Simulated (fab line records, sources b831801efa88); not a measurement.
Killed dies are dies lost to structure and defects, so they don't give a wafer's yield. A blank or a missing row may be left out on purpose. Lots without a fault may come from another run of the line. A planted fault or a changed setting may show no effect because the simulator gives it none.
Which tool did it? | flow sky130 | 6 lots, 18 wafers sampled, at 2 steps of a route of 708

WHAT THE GAUGES READ, wafer by wafer
SKY_VT_ADJUST_LVTN_OVL_MEAS_18.
lot  | measured     | on         | VT_ADJUST_LVTN_01_OVL (nm)
L742 | day 8 22:26  | overlay-02 | 0.0 0.7 0.3
L744 | day 9 10:43  | overlay-01 | 0.7 0.7 1.3
L753 | day 11 20:00 | overlay-02 | 1.6 1.5 0.5
L755 | day 12 07:41 | overlay-02 | 0.2 1.8 1.5
L757 | day 12 23:53 | overlay-02 | 0.0 0.5 -0.1
L760 | day 14 16:44 | overlay-01 | 0.8 1.5 3.3

WHICH TOOL RAN EACH LOT (tool, then ch and the chambers of the sampled wafers, then the start)
lot  | SKY_FIELD_ISO_ETCH_17
L742 | rie_si-01 ch 0,1, day 3 02:04
L744 | rie_si-02 ch 0,3, day 3 13:52
L753 | rie_si-02 ch 0,2, day 5 11:34
L755 | rie_si-01 ch 0,2,3, day 5 20:37
L757 | rie_si-02 ch 0,1,3, day 6 09:19
L760 | rie_si-01 ch 1,2, day 6 23:37
- SKY_FIELD_ISO_ETCH_17: etches Si in HBr/Cl2/O2, target depth 342 nm, time 97.7 s.

THE ANSWER, worked out from the rows above alone
Rule: what is usual is taken from the lots themselves. Put in order of their means at a reading, lots are off if they are a third of the lots or fewer, leave a main group of 4 or more, and stand apart from it by a gap of 3 or more times the standard deviation of the main group's means; of several such gaps the widest counts. A main group whose means are all the same, to the digits that the tables above print for the reading, isn't used. A lot without any number at a reading at which 4 lots or more have one is off too. The other lots that the step has rows for count as sound.
No lot is off at any reading shown: from this, nothing can be told.

WHAT THE SIMULATOR HAD PUT IN
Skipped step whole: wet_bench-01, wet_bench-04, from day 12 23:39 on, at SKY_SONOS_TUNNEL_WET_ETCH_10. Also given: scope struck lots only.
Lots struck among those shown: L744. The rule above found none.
